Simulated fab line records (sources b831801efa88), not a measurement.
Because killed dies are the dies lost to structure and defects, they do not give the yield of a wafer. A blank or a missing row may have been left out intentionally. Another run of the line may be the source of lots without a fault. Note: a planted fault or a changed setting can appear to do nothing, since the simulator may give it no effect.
A lot that was struck, set against a sound lot    flow sky130    18 out of 708 route steps
Sound: these wafers, L992.1, L992.3, L992.4. Wafers struck: L109.2, L109.3, L109.5. At the end, the cause is stated.
For every step that has rows: the tool of each side, followed by ch and its chambers, followed by its first start. Under that, the readings that differ: sound wafers    struck wafers    difference of the means    sigmas: that difference in standard deviations of wafers without a fault.
alike: a reading whose means differ by less than 2 such deviations, as well as words and numbers matching on both sides. not compared: withheld readings; readings where some wafer has no value; bounds like >300 that might hide an equal value; numbers whose values overlap and for which the record gives no deviation.
Wherever a step has rows on one side only, a row that says differs or no value, or a row with sigmas, the two part there. Numbers that don't overlap but have no deviation are shown without sigmas and don't part them. Lack of a reading on every wafer of one side parts them only where that side has two or more wafers.

first, 3 steps without rows for these wafers: SKY_VIA2_EXPOSE_09 (exposes mask VIM2, target cd 200 nm); SKY_VIA2_PEB_10; SKY_VIA2_DEVELOP_11 (develop time 60 s).
SKY_VIA2_CD_MEAS_12: the cd target is 200 nm.
  sound: cd_sem-01 at day 38 23:54; struck: cd_sem-02 at day 43 22:31
  alike: cd_nm
SKY_VIA2_OVL_MEAS_13:
  sound: overlay-02 at day 39 00:01; struck: overlay-01 at day 43 22:37
  alike: VIA2_OVL
SKY_VIA2_ETCH_14: etches BARC in N2/H2, stops on SiO2, time 45.9 s, target depth 60 nm.
  sound on rie_diel-02 ch 1,2,3, day 39 00:03; struck on rie_diel-04 ch 0,3, day 43 22:39
  alike: drypump_motor_current_A, oes_product_au, throttle_valve_pct
  not compared: rf_hours_counter_h
SKY_VIA2_ETCH_15: etches SiO2 in C4F8/O2/Ar, stops on TiN, target depth 546 nm, time 84 s.
  sound on rie_diel-02 ch 1,2,3, day 39 00:06; struck on rie_diel-04 ch 0,3, day 43 22:42
  alike: oes_product_au
  not compared: rf_hours_counter_h
SKY_VIA2_STRIP_16: strips in O2/N2.
  sound on plasma_asher-01 ch 0,1, day 39 00:10; struck on plasma_asher-01 ch 0,1, day 43 22:46
reading              sound           struck          difference  sigmas
o2_flow_sccm (sccm)  3019 3010 3005  2984 2996 2992  -21         -2
  alike: drypump_motor_current_A, oes_product_au, strip_time_to_endpoint_s
  not compared: rf_hours_counter_h
then, 3 steps without rows for these wafers: SKY_VIA2_STRIP_17 (strips in post etch residue remover, time 1200 s); SKY_VIA2_CLEAN_18 (cleans in IPA, time 180 s); SKY_VIA2_CLEAN_19 (cleans in O3/DIW).
SKY_VIA2_SPUTTER_20: material TiN, target thk 20 nm, time 80 s.
  sound: pvd_sputter-03 at day 39 00:45; struck: pvd_sputter-01 at day 43 23:27
  alike: throttle_valve_pct
SKY_VIA2_CVD_21: deposits W, target thk 420 nm, time 126.4 s.
  sound on cvd_w-02 ch 0,1, day 39 00:49; struck on cvd_w-02 ch 0, day 43 23:34
reading                             sound                 struck                difference  sigmas
heater_power_outer_w (W)            490 450 487           575 574 576           +99         +2
heater_power_w (W)                  802 775 780           912 925 905           +128        +4
susceptor_temp_C (C)                399.67 400.21 399.42  422.46 422.55 422.11  +22.61      +98
model.W_of_VIA2_CVD_21.thk_nm (nm)  414.6 445.7 415.1     610.8 608.5 611.7     +185.2      
  alike: chamber_pressure_Torr
SKY_VIA2_RS_MEAS_22: measures by four-point-probe.
  sound: film_metro-03 at day 39 00:56; struck: film_metro-03 at day 43 23:47
reading             sound              struck             difference  sigmas
VIA2_W_RS (ohm/sq)  0.276 0.256 0.276  0.187 0.188 0.187  -0.082      -15
SKY_VIA2_THK_MEAS_23: measures by xrf.
  sound: film_metro-03 at day 39 01:04; struck: film_metro-03 at day 43 23:54
reading          sound        struck  difference                     sigmas
VIA2_W_THK (nm)  400 428 402  - - -   no value on the struck wafers  
SKY_VIA2_CMP_24: polishes, stops on SiO2, t overpolish 20 s, target thk 0 nm.
  sound on cmp-01 ch 0,2,3, day 39 01:07; struck on cmp-01 ch 2,3, day 44 00:00
reading                 sound       struck       difference  sigmas
time_to_endpoint_s (s)  103 114 99  148 149 152  +44         +9
  alike: edge_zone_pressure_frac, motor_current_A
SKY_METAL3_SPUTTER_00: material Ti, target thk 15 nm, time 10 s.
  sound: pvd_sputter-02 at day 39 01:26; struck: pvd_sputter-01 at day 44 00:15
  alike: throttle_valve_pct
SKY_PAD_OPEN_PROBE_99:
  sound wafers here have rows in the record (prober-02, day 48 04:28); struck ones have none

== WHERE THEY PART ==
First at SKY_VIA2_STRIP_16; last, within this record, at SKY_PAD_OPEN_PROBE_99.

WHY: what the simulator had put in
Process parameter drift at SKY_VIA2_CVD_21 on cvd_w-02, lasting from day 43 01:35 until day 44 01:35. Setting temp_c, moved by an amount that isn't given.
